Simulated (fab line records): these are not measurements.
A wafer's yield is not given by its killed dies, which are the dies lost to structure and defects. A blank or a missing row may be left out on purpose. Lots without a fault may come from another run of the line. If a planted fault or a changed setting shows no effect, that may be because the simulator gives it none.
fab line records    flow gf180mcu    part 1 of 2: steps 1 to 26 of 36
[record] lots = 5  wafers = 15  lastDay = 33
route steps=602 shown MIM@509 M5@526 V5@540
lots that met no fault: taken from a fault-free run of the same line
startH: start of the lot's first displayed wafer, in hours after the record's first day    waitH: time in hours since the lot's previous step    " identical to the entry in the row above    L1.1+2: one row covering several wafers at once    - no value, or no start given    * or withheld: withheld    < > ~ a bound
route shown NAME@n: NAME is a module with steps in the file, n the number in the route of the first one    usual: mean/standard deviation of fault-free wafers    same: alike in all rows    chamber/n: place in a boat    sites: each site's reading    _std_site: the values' standard deviation    _edge_site: outer sites' mean less inner sites'    radiusMm: how far each site lies from the wafer's centre    mask NAME#n: copy n    behind: the tool/chamber that last shaped the wafer    hold: cause of the lot's hold/its duration in hours/its outcome    device: names the non-switching transistor (n, p or np)    end of line: tests run on the same wafers once the route is complete    a step given without rows: its recipe and nothing more    killed: dies that structure and defects cost at the first sort, which is not the same as the wafer's yield    map: per-die view of a wafer (x killed, . not killed, _ where there is no die)
set.NAME: the run value of the setting; set.NAME@STEP: its run value at that earlier step    model.NAME: the simulator's own value behind a step, which no gauge read
certain route steps with their lots: each step a table, each wafer a row
services: the hour from which a tool's chamber was out of use, counted from the record's first day as startH (under 0 if before that day), plus the number of hours and why
[[steps]]
[step GF_MIM_THK_MEAS_06]
[recipe] reads = Si3N4_of_MIM_CVD_05
[usual] MIM_CVD_05_THK = 42.1/0.53
lot.wafer  tool          chamber  startH  waitH  MIM_CVD_05_THK[nm]
L074.1     filmMetro-01  -        562.79  0.0    41.3
L074.4     "             -        "       "      42.3
L074.6     "             -        "       "      42.5
L084.1     filmMetro-02  -        642.10  0.0    41.5
L084.2     "             -        "       "      42.1
L084.5     "             -        "       "      42.7
L086.3     filmMetro-01  -        659.16  0.0    42.2
L086.4     "             -        "       "      42.2
L086.6     "             -        "       "      42.4
L088.2     filmMetro-02  -        670.42  0.0    41.5
L088.5     "             -        "       "      42.5
L088.6     "             -        "       "      42.4
L092.3     filmMetro-01  -        699.32  0.0    41.9
L092.5     "             -        "       "      42.6
L092.6     "             -        "       "      42.0
[step GF_MIM_SPUTTER_07]
[recipe] material = TiN  targetThkNm = 60  powerW = 6500  timeS = 50  chamberPressurePa = 0.4
[usual] throttleValvePct = 30.3/1
lot.wafer  tool           chamber  startH  waitH  throttleValvePct
L074.1     pvdSputter-01  -        562.85  0.1    30.3
L074.4     "              -        "       "      29.6
L074.6     "              -        "       "      29.5
L084.1     pvdSputter-01  -        642.16  0.1    31.2
L084.2     "              -        "       "      29.8
L084.5     "              -        "       "      30.4
L086.3     pvdSputter-02  -        659.20  0.0    30.1
L086.4     "              -        "       "      31.6
L086.6     "              -        "       "      30.5
L088.2     pvdSputter-03  -        670.47  0.0    30.4
L088.5     "              -        "       "      30.0
L088.6     "              -        "       "      29.2
L092.3     pvdSputter-01  -        699.36  0.0    28.2
L092.5     "              -        "       "      30.4
L092.6     "              -        "       "      29.4
[step GF_MIM_SPUTTER_08]
[recipe] material = AlCu  targetThkNm = 200  powerW = 10600  timeS = 10.79  chamberPressurePa = 0.4
[usual] throttleValvePct = 30.3/1
lot.wafer  tool           chamber  startH  waitH  throttleValvePct
L074.1     pvdSputter-01  -        562.90  0.0    30.3
L074.4     "              -        "       "      29.5
L074.6     "              -        "       "      29.6
L084.1     pvdSputter-01  -        642.20  0.0    31.7
L084.2     "              -        "       "      29.6
L084.5     "              -        "       "      30.3
L086.3     pvdSputter-02  -        659.24  0.0    30.3
L086.4     "              -        "       "      31.9
L086.6     "              -        "       "      30.5
L088.2     pvdSputter-03  -        670.51  0.0    30.6
L088.5     "              -        "       "      29.8
L088.6     "              -        "       "      29.3
L092.3     pvdSputter-01  -        699.40  0.0    28.4
L092.5     "              -        "       "      30.4
L092.6     "              -        "       "      29.7
[step GF_MIM_SPUTTER_09]
[recipe] material = TiN  targetThkNm = 35  powerW = 6500  timeS = 29.2  chamberPressurePa = 0.4
[usual] throttleValvePct = 30.3/1
lot.wafer  tool           chamber  startH  waitH  throttleValvePct
L074.1     pvdSputter-01  -        562.92  0.0    30.4
L074.4     "              -        "       "      29.6
L074.6     "              -        "       "      29.8
L084.1     pvdSputter-01  -        642.22  0.0    31.6
L084.2     "              -        "       "      29.8
L084.5     "              -        "       "      30.3
L086.3     pvdSputter-02  -        659.26  0.0    30.6
L086.4     "              -        "       "      31.4
L086.6     "              -        "       "      30.5
L088.2     pvdSputter-03  -        670.53  0.0    30.4
L088.5     "              -        "       "      29.9
L088.6     "              -        "       "      29.6
L092.3     pvdSputter-01  -        699.42  0.0    28.1
L092.5     "              -        "       "      30.2
L092.6     "              -        "       "      29.6
[step GF_MIM_RS_MEAS_10]
[recipe] thkMeasGauge = four-point-probe  reads = TiN_of_MIM_SPUTTER_09+AlCu_of_MIM_SPUTTER_08+TiN_of_MIM_SPUTTER_07
[usual] MIM_ALCU_RS = 0.1575/0.0018
lot.wafer  tool          chamber  startH  waitH  MIM_ALCU_RS[ohm/sq]
L074.1     filmMetro-03  -        562.95  0.0    0.1586
L074.4     "             -        "       "      0.1589
L074.6     "             -        "       "      0.1596
L084.1     filmMetro-03  -        642.26  0.0    0.1601
L084.2     "             -        "       "      0.1589
L084.5     "             -        "       "      0.1581
L086.3     filmMetro-02  -        659.34  0.1    0.1574
L086.4     "             -        "       "      0.1562
L086.6     "             -        "       "      0.1571
L088.2     filmMetro-01  -        670.59  0.0    0.1554
L088.5     "             -        "       "      0.1539
L088.6     "             -        "       "      0.1531
L092.3     filmMetro-01  -        699.50  0.1    0.1569
L092.5     "             -        "       "      0.1579
L092.6     "             -        "       "      0.1581
[step GF_MIM_THK_MEAS_11]
[recipe] thkMeasGauge = xrf  reads = AlCu_of_MIM_SPUTTER_08
[usual] MIM_ALCU_THK = 198.9/2.9
lot.wafer  tool          chamber  startH  waitH  MIM_ALCU_THK[nm]
L074.1     filmMetro-03  -        563.07  0.1    197.2
L074.4     "             -        "       "      197.2
L074.6     "             -        "       "      196.6
L084.1     filmMetro-03  -        642.38  0.1    194.6
L084.2     "             -        "       "      197.9
L084.5     "             -        "       "      198.0
L086.3     filmMetro-02  -        659.44  0.1    196.7
L086.4     "             -        "       "      198.7
L086.6     "             -        "       "      197.5
L088.2     filmMetro-01  -        670.70  0.1    203.8
L088.5     "             -        "       "      205.8
L088.6     "             -        "       "      206.3
L092.3     filmMetro-01  -        699.60  0.1    201.7
L092.5     "             -        "       "      199.5
L092.6     "             -        "       "      198.0
[step GF_MIM_DEHYDRATE_12]
[recipe] tempC = 200  timeS = 60
[usual] exhaustPa = 44.9/0.86
lot.wafer  tool           chamber  startH  waitH  exhaustPa
L074.1     lithoTrack-01  0        573.38  10.3   44.0
L074.4     "              0        "       "      44.4
L074.6     "              0        "       "      45.5
L084.1     lithoTrack-04  0        651.73  9.3    43.4
L084.2     "              0        "       "      44.1
L084.5     "              0        "       "      43.8
L086.3     lithoTrack-04  0        668.03  8.6    46.1
L086.4     "              0        "       "      44.8
L086.6     "              0        "       "      46.0
L088.2     lithoTrack-03  0        680.02  9.3    45.6
L088.5     "              0        "       "      43.9
L088.6     "              0        "       "      45.6
L092.3     lithoTrack-01  0        708.23  8.6    45.8
L092.5     "              0        "       "      44.8
L092.6     "              0        "       "      45.0
[step GF_MIM_HMDS_13]
[recipe] primeTimeS = 60  primeTempC = 120
[usual] exhaustPa = 44.8/0.93
lot.wafer  tool           chamber  startH  waitH  exhaustPa
L074.1     lithoTrack-01  0        573.53  0.1    44.3
L074.4     "              0        "       "      44.7
L074.6     "              0        "       "      44.7
L084.1     lithoTrack-04  0        651.88  0.1    45.8
L084.2     "              0        "       "      44.8
L084.5     "              0        "       "      46.6
L086.3     lithoTrack-04  0        668.18  0.1    44.1
L086.4     "              0        "       "      45.0
L086.6     "              0        "       "      44.8
L088.2     lithoTrack-03  0        680.17  0.1    45.6
L088.5     "              0        "       "      44.7
L088.6     "              0        "       "      46.4
L092.3     lithoTrack-01  0        708.38  0.1    44.8
L092.5     "              0        "       "      45.1
L092.6     "              0        "       "      46.7
[step GF_MIM_COAT_14]
[recipe] resist = NOVOLAK  spinRpm = 3000  resistThkNm = 1000
[usual] exhaustPa = 45.1/0.93
lot.wafer  tool           chamber  startH  waitH  exhaustPa
L074.1     lithoTrack-01  0        573.68  0.1    45.9
L074.4     "              0        "       "      45.8
L074.6     "              0        "       "      46.8
L084.1     lithoTrack-04  0        652.03  0.1    45.2
L084.2     "              0        "       "      47.0
L084.5     "              0        "       "      44.9
L086.3     lithoTrack-04  0        668.33  0.1    44.3
L086.4     "              0        "       "      44.1
L086.6     "              0        "       "      42.8
L088.2     lithoTrack-03  0        680.32  0.1    44.5
L088.5     "              0        "       "      46.7
L088.6     "              0        "       "      46.3
L092.3     lithoTrack-01  0        708.53  0.1    45.1
L092.5     "              0        "       "      44.1
L092.6     "              0        "       "      45.2
[step GF_MIM_SOFTBAKE_15]
[recipe] tempC = 90  timeS = 60  resist = NOVOLAK
[usual] exhaustPa = 45.1/0.86
lot.wafer  tool           chamber  startH  waitH  exhaustPa
L074.1     lithoTrack-01  0        573.83  0.1    45.2
L074.4     "              0        "       "      44.6
L074.6     "              0        "       "      46.6
L084.1     lithoTrack-04  0        652.18  0.1    45.1
L084.2     "              0        "       "      45.2
L084.5     "              0        "       "      44.7
L086.3     lithoTrack-04  0        668.48  0.1    45.4
L086.4     "              0        "       "      44.2
L086.6     "              0        "       "      44.8
L088.2     lithoTrack-03  0        680.47  0.1    44.9
L088.5     "              0        "       "      44.6
L088.6     "              0        "       "      45.4
L092.3     lithoTrack-01  0        708.68  0.1    45.9
L092.5     "              0        "       "      45.9
L092.6     "              0        "       "      46.1
[step GF_MIM_EXPOSE_16]
[recipe] maskId = FuseTop  targetCdNm = 2000  na = 0.6  sourceShape = conventional  sigmaOuter = 0.6  doseMj = 140
lot.wafer   tool             chamber  startH  waitH  mask
L074.1+4+6  ilineStepper-02  0        -       -      FuseTop#0
L084.1+2+5  ilineStepper-02  0        -       -      FuseTop#0
L086.3+4+6  ilineStepper-02  0        -       -      FuseTop#0
L088.2+5+6  ilineStepper-01  0        -       -      FuseTop#0
L092.3+5+6  ilineStepper-02  0        -       -      FuseTop#0
[step GF_MIM_PEB_17]
[recipe] tempC = withheld  timeS = *  resist = NOVOLAK
[usual] exhaustPa = 45.0/0.92
lot.wafer  tool           chamber  startH  waitH  exhaustPa
L074.1     lithoTrack-03  0        -       -      45.8
L074.4     "              0        "       "      45.3
L074.6     "              0        "       "      47.1
L084.1     lithoTrack-04  0        -       -      45.0
L084.2     "              0        "       "      45.1
L084.5     "              0        "       "      44.2
L086.3     lithoTrack-04  0        -       -      43.6
L086.4     "              0        "       "      43.1
L086.6     "              0        "       "      43.8
L088.2     lithoTrack-04  0        -       -      45.4
L088.5     "              0        "       "      43.3
L088.6     "              0        "       "      44.4
L092.3     lithoTrack-03  0        -       -      43.4
L092.5     "              0        "       "      44.3
L092.6     "              0        "       "      43.8
[step GF_MIM_DEVELOP_18]
[recipe] developTimeS = 60  devTempC = 23
[usual] exhaustPa = 45.2/0.79
lot.wafer  tool           chamber  startH  waitH  exhaustPa
L074.1     lithoTrack-03  0        584.45  0.1    46.0
L074.4     "              0        "       "      46.4
L074.6     "              0        "       "      44.2
L084.1     lithoTrack-04  0        661.93  0.1    43.9
L084.2     "              0        "       "      45.6
L084.5     "              0        "       "      44.9
L086.3     lithoTrack-04  0        677.78  0.1    45.1
L086.4     "              0        "       "      45.9
L086.6     "              0        "       "      45.6
L088.2     lithoTrack-04  0        689.50  0.1    45.9
L088.5     "              0        "       "      45.5
L088.6     "              0        "       "      46.0
L092.3     lithoTrack-03  0        717.85  0.1    46.2
L092.5     "              0        "       "      45.4
L092.6     "              0        "       "      45.0
[step GF_MIM_METAL_ETCH_19]
[recipe] chemistry = Cl2/BCl3  maskMaterial = NOVOLAK  stopOn = Si3N4  targetDepthNm = 324.5  pressureMtorr = 8  icpW = 800  biasW = 140  Cl2_flow_sccm = 80  bcl3FlowSccm = 40  timeS = 54.1
[usual] drypumpMotorCurrentA = 5.8/0.46  mfcCl2Sccm = 79.99/0.23  oesProductAu = 0.947/0.0062  throttleValvePct = 28.276/0.01
lot.wafer  tool         chamber  startH  waitH  drypumpMotorCurrentA  mfcCl2Sccm  oesProductAu  rfHoursCounterH  throttleValvePct
L074.1     rieMetal-01  1        584.60  0.1    6.4                   80.02       0.937         12               28.280
L074.4     "            0        "       "      5.9                   80.27       0.947         -                28.282
L074.6     "            0        "       "      5.9                   79.97       0.943         -                28.279
L084.1     rieMetal-02  0        662.08  0.1    6.1                   80.38       0.952         4                28.261
L084.2     "            1        "       "      6.1                   79.89       0.957         9                28.271
L084.5     "            0        "       "      6.1                   80.17       0.935         -                28.277
L086.3     rieMetal-04  1        677.90  0.1    5.0                   80.26       0.949         -                28.284
L086.4     "            0        "       "      5.5                   79.92       0.941         -                28.278
L086.6     "            1        "       "      5.0                   79.99       0.947         -                28.279
L088.2     rieMetal-01  0        689.63  0.1    5.9                   79.97       0.953         9                28.264
L088.5     "            0        "       "      5.9                   79.89       0.957         -                28.284
L088.6     "            1        "       "      6.4                   80.19       0.954         -                28.269
L092.3     rieMetal-02  0        717.97  0.1    6.1                   80.41       0.947         -                28.276
L092.5     "            0        "       "      6.1                   79.69       0.954         -                28.277
L092.6     "            1        "       "      6.1                   80.06       0.943         -                28.284
[step GF_MIM_STRIP_20]
[recipe] chemistry = O2/N2  powerW = 1400  pressureMtorr = 1500  platenTempC = 250  o2FlowSccm = 3000  n2FlowSccm = 300  overashFraction = 0.5
[usual] drypumpMotorCurrentA = 5.82/0.22  heaterPowerW = 339/31  oesProductAu = 0.692/0.0048  stripTimeToEndpointS = 11.23/0.045
lot.wafer  tool            chamber  startH  waitH  drypumpMotorCurrentA  heaterPowerW  oesProductAu  rfHoursCounterH  stripTimeToEndpointS
L074.1     plasmaAsher-01  0        584.67  0.0    6.08                  388           0.694         16               11.28
L074.4     "               0        "       "      6.11                  389           0.683         -                11.21
L074.6     "               0        "       "      6.12                  382           0.692         -                11.21
L084.1     plasmaAsher-03  0        662.15  0.0    5.67                  330           0.694         103              11.20
L084.2     "               1        "       "      5.87                  332           0.693         103              11.18
L084.5     "               0        "       "      5.70                  333           0.696         -                11.20
L086.3     plasmaAsher-02  1        677.98  0.1    5.84                  264           0.691         -                11.23
L086.4     "               0        "       "      6.13                  334           0.689         -                11.22
L086.6     "               1        "       "      5.83                  258           0.687         -                11.19
L088.2     plasmaAsher-03  0        689.70  0.0    5.67                  327           0.698         106              11.25
L088.5     "               0        "       "      5.68                  328           0.692         -                11.23
L088.6     "               1        "       "      5.90                  339           0.689         -                11.24
L092.3     plasmaAsher-03  1        718.05  0.1    5.91                  345           0.693         -                11.18
L092.5     "               0        "       "      5.66                  328           0.697         -                11.19
L092.6     "               1        "       "      5.90                  342           0.695         -                11.19
[step GF_MIM_STRIP_21]
[recipe] chemistry = postEtchResidueRemover  timeS = 1200  tempC = 72.5
lot.wafer   tool         chamber  startH  waitH
L074.1+4+6  wetBench-01  1        584.77  0.1
L084.1+2+5  wetBench-01  1        662.25  0.1
L086.3+4+6  wetBench-04  3        678.05  0.0
L088.2+5+6  wetBench-01  2        689.80  0.1
L092.3+5+6  wetBench-04  3        718.19  0.1
[step GF_MIM_CLEAN_22]
[recipe] chemistry = DIW  dry = n2Spin
lot.wafer   tool         chamber  startH  waitH
L074.1+4+6  wetBench-04  0        585.11  0.0
L084.1+2+5  wetBench-02  3        662.59  0.0
L086.3+4+6  wetBench-02  0        678.39  0.0
L088.2+5+6  wetBench-02  0        690.17  0.0
L092.3+5+6  wetBench-01  0        718.54  0.0
[step GF_M5_DEHYDRATE_00]
[recipe] tempC = 200  timeS = 60
[usual] exhaustPa = 45.0/0.94
lot.wafer  tool           chamber  startH  waitH  exhaustPa
L074.1     lithoTrack-03  0        595.60  10.4   45.8
L074.4     "              0        "       "      43.8
L074.6     "              0        "       "      46.1
L084.1     lithoTrack-04  0        671.53  8.8    44.5
L084.2     "              0        "       "      45.6
L084.5     "              0        "       "      44.5
L086.3     lithoTrack-04  0        687.88  9.4    45.3
L086.4     "              0        "       "      44.4
L086.6     "              0        "       "      47.1
L088.2     lithoTrack-02  0        698.97  8.7    44.7
L088.5     "              0        "       "      44.6
L088.6     "              0        "       "      45.0
L092.3     lithoTrack-03  0        726.15  7.4    43.9
L092.5     "              0        "       "      44.2
L092.6     "              0        "       "      44.1
[step GF_M5_HMDS_01]
[recipe] primeTimeS = 60  primeTempC = 120
[usual] exhaustPa = 44.9/0.92
lot.wafer  tool           chamber  startH  waitH  exhaustPa
L074.1     lithoTrack-03  0        595.75  0.1    46.2
L074.4     "              0        "       "      45.8
L074.6     "              0        "       "      46.1
L084.1     lithoTrack-04  0        671.68  0.1    45.0
L084.2     "              0        "       "      44.1
L084.5     "              0        "       "      45.0
L086.3     lithoTrack-04  0        688.03  0.1    44.7
L086.4     "              0        "       "      44.1
L086.6     "              0        "       "      45.3
L088.2     lithoTrack-02  0        699.12  0.1    45.9
L088.5     "              0        "       "      45.4
L088.6     "              0        "       "      45.8
L092.3     lithoTrack-03  0        726.30  0.1    45.9
L092.5     "              0        "       "      44.7
L092.6     "              0        "       "      45.7
[step GF_M5_COAT_02]
[recipe] resist = KrF  spinRpm = withheld  resistThkNm = 1000
[usual] exhaustPa = 45.0/0.82
lot.wafer  tool           chamber  startH  waitH  exhaustPa
L074.1     lithoTrack-03  0        595.90  0.1    46.7
L074.4     "              0        "       "      45.8
L074.6     "              0        "       "      45.0
L084.1     lithoTrack-04  0        671.83  0.1    45.0
L084.2     "              0        "       "      45.2
L084.5     "              0        "       "      45.1
L086.3     lithoTrack-04  0        688.18  0.1    44.3
L086.4     "              0        "       "      45.2
L086.6     "              0        "       "      45.3
L088.2     lithoTrack-02  0        699.27  0.1    45.5
L088.5     "              0        "       "      45.6
L088.6     "              0        "       "      46.7
L092.3     lithoTrack-03  0        726.45  0.1    44.3
L092.5     "              0        "       "      45.3
L092.6     "              0        "       "      45.0
[step GF_M5_SOFTBAKE_03]
[recipe] tempC = 130  timeS = 60  resist = KrF
[usual] exhaustPa = 45.2/0.86
lot.wafer  tool           chamber  startH  waitH  exhaustPa
L074.1     lithoTrack-03  0        596.05  0.1    43.6
L074.4     "              0        "       "      43.7
L074.6     "              0        "       "      44.5
L084.1     lithoTrack-04  0        671.98  0.1    44.8
L084.2     "              0        "       "      45.0
L084.5     "              0        "       "      45.3
L086.3     lithoTrack-04  0        688.33  0.1    46.2
L086.4     "              0        "       "      46.6
L086.6     "              0        "       "      46.4
L088.2     lithoTrack-02  0        699.42  0.1    44.7
L088.5     "              0        "       "      46.0
L088.6     "              0        "       "      45.9
L092.3     lithoTrack-03  0        726.60  0.1    45.9
L092.5     "              0        "       "      46.8
L092.6     "              0        "       "      46.3
[step GF_M5_EXPOSE_04]
[recipe] maskId = Metal5  targetCdNm = 280  na = 0.68  sourceShape = conventional  sigmaOuter = 0.6  doseMj = 28
lot.wafer   tool           chamber  startH  waitH  mask
L074.1+4+6  krfScanner-01  0        -       -      Metal5#0
L084.1+2+5  krfScanner-02  0        -       -      Metal5#0
L086.3+4+6  krfScanner-02  0        -       -      Metal5#0
L088.2+5+6  krfScanner-02  0        -       -      Metal5#0
L092.3+5+6  krfScanner-01  0        -       -      Metal5#0
[step GF_M5_PEB_05]
[recipe] pebTempC = 135  pebTimeS = 90  resist = KrF
[usual] exhaustPa = 45.0/1
lot.wafer  tool           chamber  startH  waitH  exhaustPa
L074.1     lithoTrack-04  0        -       -      44.9
L074.4     "              0        "       "      43.6
L074.6     "              0        "       "      44.9
L084.1     lithoTrack-04  0        -       -      45.4
L084.2     "              0        "       "      44.5
L084.5     "              0        "       "      44.7
L086.3     lithoTrack-02  0        -       -      46.8
L086.4     "              0        "       "      47.2
L086.6     "              0        "       "      45.9
L088.2     lithoTrack-02  0        -       -      44.4
L088.5     "              0        "       "      43.2
L088.6     "              0        "       "      45.3
L092.3     lithoTrack-04  0        -       -      44.9
L092.5     "              0        "       "      45.3
L092.6     "              0        "       "      44.9
[step GF_M5_DEVELOP_06]
[recipe] developTimeS = 60  devTempC = 21
[usual] exhaustPa = 45.1/0.85
lot.wafer  tool           chamber  startH  waitH  exhaustPa
L074.1     lithoTrack-04  0        606.73  0.2    44.0
L074.4     "              0        "       "      45.5
L074.6     "              0        "       "      45.4
L084.1     lithoTrack-04  0        681.78  0.2    44.1
L084.2     "              0        "       "      44.2
L084.5     "              0        "       "      43.7
L086.3     lithoTrack-02  0        697.04  0.1    44.0
L086.4     "              0        "       "      46.4
L086.6     "              0        "       "      45.6
L088.2     lithoTrack-02  0        708.37  0.2    45.9
L088.5     "              0        "       "      45.1
L088.6     "              0        "       "      46.1
L092.3     lithoTrack-04  0        735.03  0.1    45.2
L092.5     "              0        "       "      45.0
L092.6     "              0        "       "      43.7
[step GF_M5_CD_MEAS_07]
[recipe] targetCdNm = 280
[usual] cdNm = 279.6/1.3
lot.wafer  tool      chamber  startH  waitH  cdNm
L074.1     cdSem-02  -        606.88  0.1    280.4
L074.4     "         -        "       "      281.4
L074.6     "         -        "       "      280.4
L084.1     cdSem-02  -        681.95  0.1    280.0
L084.2     "         -        "       "      283.0
L084.5     "         -        "       "      280.2
L086.3     cdSem-02  -        697.24  0.2    278.7
L086.4     "         -        "       "      278.9
L086.6     "         -        "       "      278.9
L088.2     cdSem-01  -        708.51  0.1    281.3
L088.5     "         -        "       "      281.8
L088.6     "         -        "       "      282.8
L092.3     cdSem-01  -        735.17  0.1    280.7
L092.5     "         -        "       "      280.7
L092.6     "         -        "       "      281.4
[step GF_M5_OVL_MEAS_08]
[usual] M5_OVL = 1/5.5
lot.wafer  tool        chamber  startH  waitH  M5_OVL[nm]
L074.1     overlay-01  -        607.00  0.1    2
L074.4     "           -        "       "      3
L074.6     "           -        "       "      -1
L084.1     overlay-01  -        682.07  0.1    -2
L084.2     "           -        "       "      1
L084.5     "           -        "       "      0
L086.3     overlay-02  -        697.33  0.1    -6
L086.4     "           -        "       "      -9
L086.6     "           -        "       "      -8
L088.2     overlay-02  -        708.62  0.1    -3
L088.5     "           -        "       "      -2
L088.6     "           -        "       "      -4
L092.3     overlay-01  -        735.26  0.1    -3
L092.5     "           -        "       "      -6
L092.6     "           -        "       "      3
